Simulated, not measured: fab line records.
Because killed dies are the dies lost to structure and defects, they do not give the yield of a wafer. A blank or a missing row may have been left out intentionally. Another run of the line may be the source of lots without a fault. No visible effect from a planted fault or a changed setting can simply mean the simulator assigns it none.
A single fault, viewed from 2 desks ; flow sky130 ; only its own numbers are on each desk; what lay behind them is given at the end

## THE METROLOGY DESK
What the gauges read, lot by lot, whatever tool the lot ran on: means of the sampled wafers that have a number. A lot is out of limits, marked OUT, if its mean lies more than 4 standard deviations from the usual mean; the brackets give that distance.
Columns: A = CAP2M_OVL at SKY_CAP2M_OVL_MEAS_12, usual -0.6 nm; B = cdNm at SKY_METAL4_CD_MEAS_13, usual 300.4 nm; C = METAL4_OVL at SKY_METAL4_OVL_MEAS_14, usual 2 nm
lot;first seen here;A;B;C
L946;day 41 08:12;-0.2;301.2;5
L947;day 41 17:47;-1.7;298.9;1
L959;day 45 15:08;2.8;301.9;2
L960;day 45 16:36;-1.0;299.3;3
L965;day 46 16:05;-2.5;298.7;2
L966;day 46 23:27;1.2;298.1;7
This desk's verdict: no lot among the 6 shows anything out of limits.

## DESK OF THE TOOL OWNER: lithoTrack-04
The tool's own readings at SKY_METAL4_COAT_07 (resist thk 60 nm): means of the sampled wafers that have a number, for each lot that ran on this tool. A lot is out of limits, marked OUT, if its mean lies more than 4 standard deviations from the usual mean; the brackets give that distance.
Columns: A = exhaustPa at SKY_METAL4_COAT_07, usual 45.1 Pa; B = spinSpeedRpm at SKY_METAL4_COAT_07, usual 3000.3 rpm
lot;first seen here;A;B
L947;day 42 05:22;45.0;3001.9
L959;day 46 01:44;45.8;2940.0 (-34) OUT
L960;day 46 03:10;45.4;2939.4 (-34) OUT
This desk's finding: out of limits on L959, L960; first on L959, day 46 01:44 (spinSpeedRpm at SKY_METAL4_COAT_07). Within limits: L947.

## TAKEN TOGETHER
The tool owner's desk could have raised an alarm at day 46 01:44, on L959, L960.
Nothing out of limits was seen by the metrology desk.
The metrology desk has L959, L960 on record, within its limits.
All the named lots went through SKY_METAL4_COAT_07 on lithoTrack-04.

## WHAT WAS PUT IN BY THE SIMULATOR
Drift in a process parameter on lithoTrack-04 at SKY_METAL4_COAT_07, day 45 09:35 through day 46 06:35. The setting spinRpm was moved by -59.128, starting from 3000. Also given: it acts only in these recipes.
Lots struck among those shown: L959, L960.
Time in hours from fault onset to the first out-of-limits reading at each desk: the tool owner's desk, 16.
